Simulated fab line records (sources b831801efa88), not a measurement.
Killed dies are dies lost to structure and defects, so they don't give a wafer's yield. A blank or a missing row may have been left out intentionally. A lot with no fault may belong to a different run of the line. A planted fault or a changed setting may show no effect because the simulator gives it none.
Comparing a struck lot with a sound one + flow sfq_line + 42 steps out of a route of 325
Sound: wafers L861.1, L861.2, L861.5. Struck: wafer L867.5 (L867.4, L867.6, from the same lot, were not struck and are left out); the cause is given at the end.
Per side, at each step with rows, come the tool, then ch with its chambers, and then its first start. Under that, the readings that differ: sound wafers + struck wafers + difference of the means + sigmas: that difference in standard deviations of wafers without a fault.
alike: readings with means less than 2 such deviations apart, plus words and numbers identical on both sides. not compared: withheld readings, readings lacking a value on some wafer, bounds such as >300 that could conceal the same value, and numbers that have no deviation in the record and whose values overlap.
Wherever a step has rows on one side only, a row that says differs or no value, or a row with sigmas, the two part there. When numbers do not overlap yet have no deviation, they are printed without sigmas and do not part them. A reading that every wafer of one side lacks parts them only if that side has two wafers or more.

first, 6 steps without rows for these wafers: SFQ_TRILAYER_I3_VIA_LITHO_COAT_090 (resist thk 62 nm); SFQ_TRILAYER_I3_VIA_LITHO_COAT_085 (resist thk 650 nm); SFQ_TRILAYER_I3_VIA_LITHO_SOFTBAKE_089; SFQ_TRILAYER_I3_VIA_LITHO_EXPOSE_086 (exposes mask I3, target cd 500 nm); SFQ_TRILAYER_I3_VIA_LITHO_PEB_088 (peb time 60 s); SFQ_TRILAYER_I3_VIA_LITHO_DEVELOP_087 (time 60 s).
SFQ_I3_OVL_MEAS_923:
  sound: overlay-02 at day 38 16:53; struck: overlay-01 at day 39 07:58
  alike: I3_OVL
SFQ_TRILAYER_I3_VIA_BARC_OPEN_VIA_ETCH_121: etches BARC in O2, target depth 125 nm, time 41.7 s.
  sound on rie_diel-03 ch 0,2,3, day 38 16:56; struck on rie_diel-04 ch 2, day 39 07:59
  alike: chamber_pressure_mTorr, drypump_motor_current_A, oes_product_au
  not compared: rf_hours_counter_h
then, 1 step without rows for these wafers: SFQ_TRILAYER_I3_VIA_ETCH_VIA_ETCH_088 (etches SiO2 in CHF3, stops on Nb, target depth 260 nm).
SFQ_TRILAYER_I3_VIA_STRIP_STRIP_089: strips in O2.
  sound on rie_metal-03 ch 0,1, day 38 17:05; struck on rie_metal-03 ch 0, day 39 08:20
| reading                        | sound             | struck | difference | sigmas |
|--------------------------------|-------------------|--------|------------|--------|
| chamber_pressure_mTorr (mTorr) | 49.98 50.06 50.03 | 49.90  | -0.12      | -3     |
| drypump_motor_current_A (A)    | 6.4 5.1 6.4       | 5.1    | -0.9       | -2     |
  alike: oes_product_au
  not compared: rf_hours_counter_h
then, 2 steps without rows for these wafers: SFQ_TRILAYER_I3_VIA_STRIP_SOLV_CLEAN_090 (cleans in NMP, time 600 s); SFQ_TRILAYER_M4_DEP_PRE_CLEAN_092 (time 22.5 s).
SFQ_TRILAYER_M4_DEP_SPUTTER_091: material Nb, target thk 200 nm, time 133.3 s.
  sound: pvd_sputter-05 at day 38 17:53; struck: pvd_sputter-05 at day 39 08:56
| reading                                             | sound             | struck | difference | sigmas |
|-----------------------------------------------------|-------------------|--------|------------|--------|
| model.Nb_of_TRILAYER_M4_DEP_SPUTTER_091.thk_nm (nm) | 197.1 196.8 198.6 | 101.1  | -96.4      |        |
  alike: throttle_valve_pct
SFQ_M4_RS_MEAS_924: measurement is done with a four-point probe.
  sound: film_metro-04 at day 38 17:58; struck: film_metro-03 at day 39 09:05
| reading           | sound             | struck | difference | sigmas      |
|-------------------|-------------------|--------|------------|-------------|
| M4_NB_RS (ohm/sq) | 0.902 0.905 0.898 | 1.776  | +0.874     | +99 or more |
then, 6 steps without rows for these wafers: SFQ_TRILAYER_M4_LITHO_COAT_098 (resist thk 62 nm); SFQ_TRILAYER_M4_LITHO_COAT_093 (resist thk 600 nm); SFQ_TRILAYER_M4_LITHO_SOFTBAKE_097; SFQ_TRILAYER_M4_LITHO_EXPOSE_094 (exposes mask M4, target cd 500 nm); SFQ_TRILAYER_M4_LITHO_PEB_096 (peb time 60 s); SFQ_TRILAYER_M4_LITHO_DEVELOP_095 (time 60 s).
-- the record jumps here: 6 days lie between the struck wafers' starts before and after --
SFQ_M4_OVL_MEAS_926:
  sound: overlay-01 at day 45 08:01; struck: overlay-01 at day 45 20:02
  alike: M4_OVL
then, 1 step without rows for these wafers: SFQ_TRILAYER_M4_BARC_OPEN_METAL_ETCH_123 (etches BARC in O2, target depth 125 nm, time 41.7 s).
SFQ_TRILAYER_M4_ETCH_METAL_ETCH_096: etches Nb in Cl2/Ar, stops on SiO2, target depth 240 nm, time 120 s.
  sound on rie_metal-01 ch 0,1, day 45 08:07; struck on rie_metal-01 ch 0, day 45 20:10
| reading               | sound             | struck | difference | sigmas |
|-----------------------|-------------------|--------|------------|--------|
| oes_product_au (a.u.) | 0.888 0.885 0.894 | 0.637  | -0.252     | -39    |
  alike: chamber_pressure_mTorr, drypump_motor_current_A
  not compared: rf_hours_counter_h
then, 2 steps without rows for these wafers: SFQ_TRILAYER_M4_STRIP_STRIP_097 (strips in O2); SFQ_TRILAYER_M4_STRIP_SOLV_CLEAN_098 (cleans in NMP, time 600 s).
SFQ_TRILAYER_I4_DEP_PECVD_099: deposits SiO2 from SiH4/N2O, time 111.11 s, target thk 500 nm.
  sound on pecvd-02 ch 0,1,2, day 45 09:01; struck on pecvd-01 ch 2, day 45 21:03
| reading                | sound          | struck | difference | sigmas |
|------------------------|----------------|--------|------------|--------|
| throttle_valve_pct (%) | 25.0 22.2 24.7 | 26.9   | +2.9       | +2     |
  alike: heater_power_w
then, 1 step without rows for these wafers: SFQ_TRILAYER_I4_CMP_CMP_100 (polishes SiO2).
SFQ_I4_BOW_MEAS_927:
  sound: film_metro-02 at day 45 12:05; struck: film_metro-02 at day 46 01:21
  alike: I4_BOW
then, 7 steps without rows for these wafers: SFQ_TRILAYER_I4_METRO_MEASURE_101; SFQ_TRILAYER_I4_VIA_LITHO_COAT_108 (resist thk 62 nm); SFQ_TRILAYER_I4_VIA_LITHO_COAT_103 (resist thk 650 nm); SFQ_TRILAYER_I4_VIA_LITHO_SOFTBAKE_107; SFQ_TRILAYER_I4_VIA_LITHO_EXPOSE_104 (exposes mask I4, target cd 700 nm); SFQ_TRILAYER_I4_VIA_LITHO_PEB_106 (peb time 60 s); SFQ_TRILAYER_I4_VIA_LITHO_DEVELOP_105 (time 60 s).
-- the record jumps here: 5 days lie between the struck wafers' starts before and after --
SFQ_I4_OVL_MEAS_928:
  sound: overlay-01 at day 50 10:29; struck: overlay-02 at day 50 23:37
  alike: I4_OVL
then, 1 step without rows for these wafers: SFQ_TRILAYER_I4_VIA_BARC_OPEN_VIA_ETCH_146 (etches BARC in O2, target depth 125 nm, time 41.7 s).
SFQ_TRILAYER_I4_VIA_ETCH_VIA_ETCH_106: etches SiO2 in CHF3, stops on Nb, target depth 260 nm.
  sound on rie_diel-04 ch 1,2,3, day 50 10:34; struck on rie_diel-01 ch 2, day 50 23:40
  alike: chamber_pressure_mTorr, drypump_motor_current_A, oes_product_au
SFQ_TRILAYER_I4_VIA_STRIP_STRIP_107: strips in O2.
  sound on rie_metal-02 ch 1, day 50 10:40; struck on rie_metal-04 ch 0, day 50 23:59
  alike: chamber_pressure_mTorr, drypump_motor_current_A, oes_product_au
  not compared: rf_hours_counter_h
then, 2 steps without rows for these wafers: SFQ_TRILAYER_I4_VIA_STRIP_SOLV_CLEAN_108 (cleans in NMP, time 600 s); SFQ_TRILAYER_JJ_TRILAYER_DEP_PRE_CLEAN_113 (time 22.5 s).
-- the record jumps here: 35 days lie between the struck wafers' starts before and after --
SFQ_M8_BOW_MEAS_951:
  sound: film_metro-02 at day 85 17:47; struck: film_metro-04 at day 86 10:51
| reading                 | sound                | struck | difference | sigmas |
|-------------------------|----------------------|--------|------------|--------|
| model.etest.m4.ohm_um   | 1.801 1.804 1.787    | 3.506  | +1.709     |        |
| model.etest.i3.link_ohm | 1.981 1.979 1.978    | 3.03   | +1.05      |        |
| model.etest.i4.link_ohm | 2.181 2.195 2.18     | 3.03   | +0.84      |        |
| model.etest.m4.ohm_sq   | 0.9023 0.9033 0.8953 | 1.759  | +0.859     |        |
  alike: M8_BOW

## WHERE THEY PART
Last at SFQ_TRILAYER_I4_DEP_PECVD_099 as far as this record goes, first at SFQ_TRILAYER_I3_VIA_STRIP_STRIP_089. Later steps at which nothing parts them and some readings are alike: SFQ_I4_BOW_MEAS_927, SFQ_I4_OVL_MEAS_928, SFQ_TRILAYER_I4_VIA_ETCH_VIA_ETCH_106, SFQ_TRILAYER_I4_VIA_STRIP_STRIP_107, SFQ_M8_BOW_MEAS_951.

WHY: whatever the simulator had introduced
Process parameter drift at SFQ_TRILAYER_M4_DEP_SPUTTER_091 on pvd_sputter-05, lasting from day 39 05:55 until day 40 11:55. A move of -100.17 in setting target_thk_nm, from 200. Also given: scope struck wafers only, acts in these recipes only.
